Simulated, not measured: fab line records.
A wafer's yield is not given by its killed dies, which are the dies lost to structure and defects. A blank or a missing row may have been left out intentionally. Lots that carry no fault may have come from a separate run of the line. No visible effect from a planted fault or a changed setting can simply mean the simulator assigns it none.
fab line records -- flow sky130
record lots=6, wafers=18, last_day=50
route steps=708 shown VIA2@516 PAD_OPEN@708
lots with no fault: from the same line, run without faults
start_h: hours from the record's opening day to when the first of the lot's shown wafers began -- wait_h: hours since the lot's step before -- " as in the row above -- L1.1+2: one row covering several wafers at once -- - no value, or no start given -- * or withheld: withheld -- < > ~ a bound
route shown NAME@n: a module of which the file shows steps, and the number in the route of the first -- usual: mean/standard deviation of fault-free wafers -- same: alike in all rows -- chamber/n: place in a boat -- sites: the reading at each site -- _std_site: their standard deviation -- _edge_site: mean of outer sites minus mean of inner sites -- radius_mm: how far each site lies from the wafer's centre -- mask NAME#n: copy n -- behind: the tool/chamber that last shaped the wafer -- hold: cause of the lot's hold/its duration in hours/its outcome -- device: whichever transistor did not switch (one of n, p or np) -- end of line: at the end of the route, the tests of the same wafers -- where a step has no rows: the recipe by itself -- killed: dies lost to structure and defects at the first sort, not the wafer's yield -- map: a wafer's dies, marking killed ones x, the rest . and places with no die _
set.NAME: the run value of the setting; set.NAME@STEP: its run value at that earlier step -- model.NAME: the simulator's own value behind a step, which no gauge read
certain route steps with their lots: each step a table, each wafer a row
services: the hour from which a tool's chamber was out of use, counted from the record's first day as start_h (under 0 if before that day), plus the number of hours and why
## steps
# step SKY_VIA2_EXPOSE_09
# recipe mask_id=VIM2, na=0.8, source_shape=annular, sigma_inner=0.55, sigma_outer=0.85, target_cd_nm=200, dose_mj=38
# step SKY_VIA2_PEB_10
# recipe peb_temp_c=withheld, peb_time_s=withheld, resist=KrF-thick
# step SKY_VIA2_DEVELOP_11
# recipe develop_time_s=60, resist=KrF-thick, dev_temp_c=21
# step SKY_VIA2_CD_MEAS_12
# recipe target_cd_nm=200
# usual cd_nm=199.6/1.6
lot.wafer,tool,chamber,start_h,wait_h,cd_nm
L762.3,cd_sem-02,-,864.57,-,199.6
L762.4,cd_sem-02,-,864.57,-,200.5
L762.5,cd_sem-02,-,864.57,-,199.0
L763.2,cd_sem-01,-,883.50,-,199.0
L763.4,cd_sem-01,-,883.50,-,200.5
L763.5,cd_sem-01,-,883.50,-,199.6
L765.1,cd_sem-01,-,892.01,-,197.2
L765.4,cd_sem-01,-,892.01,-,197.9
L765.5,cd_sem-01,-,892.01,-,198.7
L773.2,cd_sem-02,-,953.38,-,200.1
L773.4,cd_sem-02,-,953.38,-,199.1
L773.5,cd_sem-02,-,953.38,-,198.1
L778.1,cd_sem-01,-,1021.73,-,202.5
L778.5,cd_sem-01,-,1021.73,-,200.4
L778.6,cd_sem-01,-,1021.73,-,201.2
L780.3,cd_sem-01,-,1022.12,-,200.0
L780.4,cd_sem-01,-,1022.12,-,200.0
L780.6,cd_sem-01,-,1022.12,-,199.9
# step SKY_VIA2_OVL_MEAS_13
# usual VIA2_OVL=3/5.4
lot.wafer,tool,chamber,start_h,wait_h,VIA2_OVL[nm]
L762.3,overlay-02,-,864.66,0.1,7
L762.4,overlay-02,-,864.66,0.1,2
L762.5,overlay-02,-,864.66,0.1,4
L763.2,overlay-02,-,883.60,0.1,4
L763.4,overlay-02,-,883.60,0.1,0
L763.5,overlay-02,-,883.60,0.1,7
L765.1,overlay-01,-,892.13,0.1,0
L765.4,overlay-01,-,892.13,0.1,2
L765.5,overlay-01,-,892.13,0.1,8
L773.2,overlay-02,-,953.49,0.1,13
L773.4,overlay-02,-,953.49,0.1,4
L773.5,overlay-02,-,953.49,0.1,8
L778.1,overlay-01,-,1021.85,0.1,4
L778.5,overlay-01,-,1021.85,0.1,0
L778.6,overlay-01,-,1021.85,0.1,-1
L780.3,overlay-01,-,1022.21,0.1,3
L780.4,overlay-01,-,1022.21,0.1,4
L780.6,overlay-01,-,1022.21,0.1,5
# step SKY_VIA2_ETCH_14
# recipe chemistry=N2/H2, target=BARC, ion_energy_ev=200, source_w=500, bias_w=100, pressure_mtorr=30, n2_flow_sccm=100, h2_flow_sccm=200, stop_on=SiO2, time_s=45.9, target_depth_a=600
# usual drypump_motor_current_A=5.5/0.45, oes_product_au=0.854/0.0051, throttle_valve_pct=13.225/0.0098
lot.wafer,tool,chamber,start_h,wait_h,drypump_motor_current_A,oes_product_au,rf_hours_counter_h,throttle_valve_pct
L762.3,rie_diel-01,0,864.68,0.0,4.9,0.851,3,13.236
L762.4,rie_diel-01,1,864.68,0.0,6.0,0.856,2,13.222
L762.5,rie_diel-01,2,864.68,0.0,6.2,0.851,-,13.222
L763.2,rie_diel-01,2,883.63,0.0,6.3,0.856,2,13.217
L763.4,rie_diel-01,3,883.63,0.0,5.7,0.861,7,13.217
L763.5,rie_diel-01,1,883.63,0.0,6.0,0.844,-,13.218
L765.1,rie_diel-03,0,892.17,0.0,6.0,0.855,11,13.221
L765.4,rie_diel-03,2,892.17,0.0,5.4,0.856,19,13.231
L765.5,rie_diel-03,0,892.17,0.0,6.0,0.857,-,13.223
L773.2,rie_diel-01,1,953.52,0.0,6.0,0.856,6,13.234
L773.4,rie_diel-01,2,953.52,0.0,6.3,0.845,5,13.217
L773.5,rie_diel-01,2,953.52,0.0,6.2,0.854,-,13.213
L778.1,rie_diel-01,3,1021.88,0.0,5.6,0.849,10,13.219
L778.5,rie_diel-01,2,1021.88,0.0,6.3,0.855,-,13.236
L778.6,rie_diel-01,3,1021.88,0.0,5.7,0.858,-,13.233
L780.3,rie_diel-04,3,1022.23,0.0,5.2,0.853,14,13.222
L780.4,rie_diel-04,1,1022.23,0.0,4.9,0.851,16,13.217
L780.6,rie_diel-04,0,1022.23,0.0,5.6,0.852,-,13.218
# step SKY_VIA2_ETCH_15
# recipe target=SiO2, chemistry=C4F8/O2/Ar, target_depth_nm=546, stop_on=TiN, mask_material=KrF-thick, source_w=1500, bias_w=1200, pressure_mtorr=40, c4f8_flow_sccm=withheld, O2_flow_sccm=6, Ar_flow_sccm=300, time_s=84
# usual oes_product_au=0.939/0.0044
lot.wafer,tool,chamber,start_h,wait_h,oes_product_au,rf_hours_counter_h
L762.3,rie_diel-01,0,864.73,0.0,0.943,3
L762.4,rie_diel-01,1,864.73,0.0,0.942,2
L762.5,rie_diel-01,2,864.73,0.0,0.936,-
L763.2,rie_diel-01,2,883.68,0.0,0.946,3
L763.4,rie_diel-01,3,883.68,0.0,0.941,7
L763.5,rie_diel-01,1,883.68,0.0,0.937,-
L765.1,rie_diel-03,0,892.21,0.0,0.947,11
L765.4,rie_diel-03,2,892.21,0.0,0.940,19
L765.5,rie_diel-03,0,892.21,0.0,0.935,-
L773.2,rie_diel-01,1,953.56,0.0,0.939,6
L773.4,rie_diel-01,2,953.56,0.0,0.937,5
L773.5,rie_diel-01,2,953.56,0.0,0.943,-
L778.1,rie_diel-01,3,1021.93,0.0,0.934,10
L778.5,rie_diel-01,2,1021.93,0.0,0.945,-
L778.6,rie_diel-01,3,1021.93,0.0,0.937,-
L780.3,rie_diel-04,3,1022.28,0.0,0.941,14
L780.4,rie_diel-04,1,1022.28,0.0,0.940,16
L780.6,rie_diel-04,0,1022.28,0.0,0.936,-
# step SKY_VIA2_STRIP_16
# recipe chemistry=O2/N2, power_w=1400, pressure_mtorr=1500, platen_temp_c=withheld, o2_flow_sccm=3000, n2_flow_sccm=300, overash_fraction=0.5
# usual drypump_motor_current_A=5.6/0.38, oes_product_au=0.399/0.005, strip_time_to_endpoint_s=4.037/0.029
# same overash_fraction=0.5
lot.wafer,tool,chamber,start_h,wait_h,drypump_motor_current_A,oes_product_au,rf_hours_counter_h,strip_time_to_endpoint_s
L762.3,plasma_asher-01,0,864.82,0.1,5.0,0.401,-,4.068
L762.4,plasma_asher-01,1,864.82,0.1,5.8,0.407,-,4.045
L762.5,plasma_asher-01,0,864.82,0.1,5.0,0.404,-,4.050
L763.2,plasma_asher-03,0,883.74,0.0,5.0,0.396,45,3.979
L763.4,plasma_asher-03,1,883.74,0.0,5.7,0.395,-,4.035
L763.5,plasma_asher-03,0,883.74,0.0,5.0,0.397,-,4.010
L765.1,plasma_asher-03,1,892.27,0.0,5.7,0.400,46,3.983
L765.4,plasma_asher-03,1,892.27,0.0,5.7,0.397,-,4.023
L765.5,plasma_asher-03,0,892.27,0.0,5.1,0.400,-,4.013
L773.2,plasma_asher-04,1,953.62,0.0,5.8,0.404,16,4.025
L773.4,plasma_asher-04,1,953.62,0.0,5.8,0.394,-,4.025
L773.5,plasma_asher-04,1,953.62,0.0,5.7,0.396,-,4.000
L778.1,plasma_asher-04,0,1021.99,0.0,6.0,0.399,22,4.066
L778.5,plasma_asher-04,1,1021.99,0.0,5.7,0.394,-,3.988
L778.6,plasma_asher-04,0,1021.99,0.0,6.0,0.396,-,4.042
L780.3,plasma_asher-03,1,1022.37,0.1,5.7,0.406,-,4.030
L780.4,plasma_asher-03,0,1022.37,0.1,5.0,0.391,-,4.041
L780.6,plasma_asher-03,0,1022.37,0.1,5.1,0.394,-,4.033
# step SKY_VIA2_STRIP_17
# recipe chemistry=post_etch_residue_remover, time_s=1200, temp_c=72.5
# step SKY_VIA2_CLEAN_18
# recipe chemistry=IPA, time_s=180, temp_c=25
# step SKY_VIA2_CLEAN_19
# recipe chemistry=O3/DIW, dry=n2_spin
# step SKY_VIA2_SPUTTER_20
# recipe material=TiN, target_thk_nm=20, chamber_pressure_pa=5, power_w=4000, time_s=80
# usual throttle_valve_pct=30.6/1
lot.wafer,tool,chamber,start_h,wait_h,throttle_valve_pct
L762.3,pvd_sputter-01,-,865.38,0.0,30.1
L762.4,pvd_sputter-01,-,865.38,0.0,30.6
L762.5,pvd_sputter-01,-,865.38,0.0,30.9
L763.2,pvd_sputter-01,-,884.33,0.0,31.2
L763.4,pvd_sputter-01,-,884.33,0.0,30.0
L763.5,pvd_sputter-01,-,884.33,0.0,30.9
L765.1,pvd_sputter-01,-,892.86,0.0,31.1
L765.4,pvd_sputter-01,-,892.86,0.0,29.9
L765.5,pvd_sputter-01,-,892.86,0.0,30.0
L773.2,pvd_sputter-03,-,954.21,0.0,31.3
L773.4,pvd_sputter-03,-,954.21,0.0,28.8
L773.5,pvd_sputter-03,-,954.21,0.0,32.4
L778.1,pvd_sputter-03,-,1022.58,0.0,32.1
L778.5,pvd_sputter-03,-,1022.58,0.0,29.3
L778.6,pvd_sputter-03,-,1022.58,0.0,32.1
L780.3,pvd_sputter-01,-,1022.93,0.0,29.8
L780.4,pvd_sputter-01,-,1022.93,0.0,31.0
L780.6,pvd_sputter-01,-,1022.93,0.0,30.0
# step SKY_VIA2_CVD_21
# recipe material=W, target_thk_nm=420, time_s=126.4, temp_c=400, pressure_torr=40
# usual chamber_pressure_Torr=39.99/0.089, heater_power_w=810/88
lot.wafer,tool,chamber,start_h,wait_h,chamber_pressure_Torr,heater_power_w,model.W_of_VIA2_CVD_21.thk_nm
L762.3,cvd_w-02,1,865.49,0.1,39.92,695,419.5
L762.4,cvd_w-02,0,865.49,0.1,39.92,795,421
L762.5,cvd_w-02,1,865.49,0.1,40.03,708,417.6
L763.2,cvd_w-01,1,884.39,0.0,40.15,961,421.9
L763.4,cvd_w-01,0,884.39,0.0,39.95,930,422.5
L763.5,cvd_w-01,0,884.39,0.0,39.93,924,419.7
L765.1,cvd_w-01,0,892.93,0.0,39.91,928,418.2
L765.4,cvd_w-01,1,892.93,0.0,40.04,983,422.4
L765.5,cvd_w-01,0,892.93,0.0,39.88,910,417.1
L773.2,cvd_w-02,0,954.28,0.0,39.95,779,421.3
L773.4,cvd_w-02,1,954.28,0.0,40.01,722,425.9
L773.5,cvd_w-02,0,954.28,0.0,40.07,779,429.1
L778.1,cvd_w-01,0,1022.64,0.0,34.53,879,385.9
L778.5,cvd_w-01,0,1022.64,0.0,34.68,856,385.4
L778.6,cvd_w-01,0,1022.64,0.0,34.67,874,386.1
L780.3,cvd_w-01,0,1023.08,0.1,34.80,887,392.3
L780.4,cvd_w-01,0,1023.08,0.1,34.74,888,387.3
L780.6,cvd_w-01,0,1023.08,0.1,34.70,866,389.4
# step SKY_VIA2_RS_MEAS_22
# recipe thk_meas_gauge=four-point-probe, reads=W_of_VIA2_CVD_21+TiN_of_VIA2_SPUTTER_20
# usual VIA2_W_RS=0.2721/0.0027
lot.wafer,tool,chamber,start_h,wait_h,VIA2_W_RS[ohm/sq]
L762.3,film_metro-04,-,865.61,0.1,0.2729
L762.4,film_metro-04,-,865.61,0.1,0.2719
L762.5,film_metro-04,-,865.61,0.1,0.2744
L763.2,film_metro-03,-,884.54,0.1,0.2714
L763.4,film_metro-03,-,884.54,0.1,0.2707
L763.5,film_metro-03,-,884.54,0.1,0.2724
L765.1,film_metro-04,-,893.06,0.1,0.2739
L765.4,film_metro-04,-,893.06,0.1,0.2715
L765.5,film_metro-04,-,893.06,0.1,0.2744
L773.2,film_metro-04,-,954.43,0.1,0.2715
L773.4,film_metro-04,-,954.43,0.1,0.2689
L773.5,film_metro-04,-,954.43,0.1,0.2665
L778.1,film_metro-03,-,1022.90,0.2,0.2960
L778.5,film_metro-03,-,1022.90,0.2,0.2973
L778.6,film_metro-03,-,1022.90,0.2,0.2962
L780.3,film_metro-02,-,1023.29,0.2,0.2926
L780.4,film_metro-02,-,1023.29,0.2,0.2964
L780.6,film_metro-02,-,1023.29,0.2,0.2950
# step SKY_VIA2_THK_MEAS_23
# recipe thk_meas_gauge=xrf, reads=W_of_VIA2_CVD_21
# usual VIA2_W_THK=430/7.2
lot.wafer,tool,chamber,start_h,wait_h,VIA2_W_THK[nm]
L762.3,film_metro-04,-,865.71,0.1,418
L762.4,film_metro-04,-,865.71,0.1,420
L762.5,film_metro-04,-,865.71,0.1,418
L763.2,film_metro-03,-,884.65,0.1,439
L763.4,film_metro-03,-,884.65,0.1,441
L763.5,film_metro-03,-,884.65,0.1,437
L765.1,film_metro-04,-,893.18,0.1,423
L765.4,film_metro-04,-,893.18,0.1,427
L765.5,film_metro-04,-,893.18,0.1,424
L773.2,film_metro-04,-,954.54,0.1,422
L773.4,film_metro-04,-,954.54,0.1,426
L773.5,film_metro-04,-,954.54,0.1,429
L778.1,film_metro-03,-,1023.02,0.1,397
L778.5,film_metro-03,-,1023.02,0.1,403
L778.6,film_metro-03,-,1023.02,0.1,399
L780.3,film_metro-02,-,1023.39,0.1,398
L780.4,film_metro-02,-,1023.39,0.1,391
L780.6,film_metro-02,-,1023.39,0.1,393
# step SKY_VIA2_CMP_24
# recipe stop_on=SiO2, t_overpolish_s=20, down_force_psi=3.5, platen_rpm=60, target_thk_nm=0, pad_velocity_m_s=0.94248
# usual motor_current_A=11.4/1.3
lot.wafer,tool,chamber,start_h,wait_h,motor_current_A
L762.3,cmp-02,2,865.80,0.1,13.3
L762.4,cmp-02,3,865.80,0.1,11.5
L762.5,cmp-02,2,865.80,0.1,13.7
L763.4,cmp-02,2,887.62,2.9,13.0
L763.2,cmp-02,3,887.62,2.9,11.6
L763.5,cmp-02,1,887.62,2.9,9.8
L765.4,cmp-02,3,893.24,0.0,11.2
L765.1,cmp-02,1,893.24,0.0,9.8
L765.5,cmp-02,3,893.24,0.0,11.5
L773.2,cmp-01,1,954.69,0.1,11.3
L773.4,cmp-01,2,954.69,0.1,11.2
L773.5,cmp-01,3,954.69,0.1,11.2
L778.1,cmp-02,3,1023.23,0.2,12.3
L778.6,cmp-02,0,1023.23,0.2,10.3
L778.5,cmp-02,1,1023.23,0.2,10.0
L780.4,cmp-02,0,1023.53,0.1,10.2
L780.3,cmp-02,1,1023.53,0.1,9.6
L780.6,cmp-02,2,1023.53,0.1,12.8
# step SKY_PAD_OPEN_PROBE_99
# usual defect_limited_yield=82.6/1.9, killed_at_M0_to_M3=43/7.3, killed_at_M4_up=3.0/2, killed_at_contacts=24/5.2, killed_at_front_end=15/4.4, killed_at_other=0.2/0.48, killed_dies=86/9.1, killed_open=47/7.3, killed_short=38/6.4, sort_bin_3_pad_short=0.8/0.38, sort_bin_5_function=10.5/1.4, sort_bin_6_memory=6.1/1.1, sort_n_pass=406/9.1, sort_yield_pct=82.6/1.9
# same gross_dies=492, killed_at_back_side=0, sort_bin_4_leakage[%]=0, sort_bin_8_speed[%]=0
lot.wafer,tool,chamber,start_h,wait_h,defect_limited_yield[%],killed_at_M0_to_M3,killed_at_M4_up,killed_at_contacts,killed_at_front_end,killed_at_other,killed_dies,killed_open,killed_short,sort_bin_3_pad_short[%],sort_bin_5_function[%],sort_bin_6_memory[%],sort_n_pass,sort_yield_pct[%]
L763.2,prober-01,-,1105.30,0.1,78.5,53,6,29,18,0,106,63,43,0.6,15.2,5.7,386,78.5
L763.4,prober-01,-,1105.40,0.2,80.5,52,3,19,22,0,96,55,41,0.8,12.2,6.5,396,80.5
L763.5,prober-01,-,1105.45,0.2,84.6,39,1,18,17,1,76,39,37,1.2,8.9,5.3,416,84.6
# killed by level:class
L763.2 VIA1:geometric_particle:open=18 CONTACT:geometric_particle:open=10 LI_CONTACT:geometric_particle:open=7 VIA3:geometric_particle:open=7 VIA2:geometric_particle:open=7 FIELD_ISO:geometric_particle:short=5 SPACER:geometric_particle:short=4 LOCAL_INTERCONNECT:geometric_particle:short=4
L763.4 VIA3:geometric_particle:open=12 VIA2:geometric_particle:open=11 CONTACT:geometric_particle:open=8 VIA1:geometric_particle:open=8 METAL2:geometric_particle:short=8 FIELD_ISO:geometric_particle:short=7 LI_CONTACT:geometric_particle:open=6 METAL1:geometric_particle:short=6
L763.5 VIA1:geometric_particle:open=8 LI_CONTACT:geometric_particle:open=6 SPACER:geometric_particle:short=5 CONTACT:geometric_particle:open=5 VIA2:geometric_particle:open=5 VIA3:geometric_particle:open=5 POLY_GATE:geometric_particle:short=4 LOCAL_INTERCONNECT:geometric_particle:short=4
## services
tool,chamber,start_h,hours,kind
cvd_w-01,0,854.62,10.7,repair
rie_diel-04,3,857.93,5.8,repair
rie_diel-01,3,870.69,12.8,repair
plasma_asher-04,-,874.93,2.8,pm
cmp-02,-,883.65,3.6,repair
rie_diel-04,-,885.17,0.2,repair
rie_diel-03,1,885.18,3.6,repair
plasma_asher-04,-,886.86,0.9,repair
plasma_asher-04,-,887.14,0.8,repair
rie_diel-01,3,891.60,17.1,repair
rie_diel-03,1,894.59,16.8,repair
plasma_asher-04,-,896.30,5.5,repair
cvd_w-01,-,904.00,14.0,pm
rie_diel-04,0,921.37,3.0,repair
rie_diel-01,3,923.49,5.1,repair
rie_diel-04,2,925.24,4.4,repair
pvd_sputter-01,-,932.81,21.8,repair
cvd_w-02,-,933.90,1.6,repair
pvd_sputter-01,-,939.83,9.2,repair
cvd_w-01,-,968.79,2.7,repair
cmp-02,-,976.44,0.5,repair
rie_diel-01,0,1001.44,8.8,repair
cmp-02,-,1007.81,5.9,pm
cvd_w-01,1,1015.13,21.3,repair
## key
first_sign step=SKY_VIA2_CVD_21, reading=chamber_pressure_Torr, direction=down, sigmas=60, usual=39.99, struck=34.69
effect step=SKY_VIA2_RS_MEAS_22, reading=VIA2_W_RS, direction=up, sigmas=8.6, usual=0.2721, struck=0.2956
effect step=SKY_VIA2_THK_MEAS_23, reading=VIA2_W_THK, direction=down, sigmas=4.6, usual=430, struck=397
model_effect step=SKY_VIA2_CVD_21, value=W_of_VIA2_CVD_21.thk_nm, without=416.8, struck=387.7
met_at SKY_VIA2_CVD_21
struck_wafers L778.1,L778.5,L778.6,L780.3,L780.4,L780.6
onset_between 892.93 1022.64
fault kind=process_parameter_drift, tool=cvd_w-01, chamber=0, onset_h=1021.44, steps=SKY_VIA2_CVD_21, channel=pressure_torr, offset=-5.3718, shape=step, end_h=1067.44, acts_in=these_recipes_only, stated=40
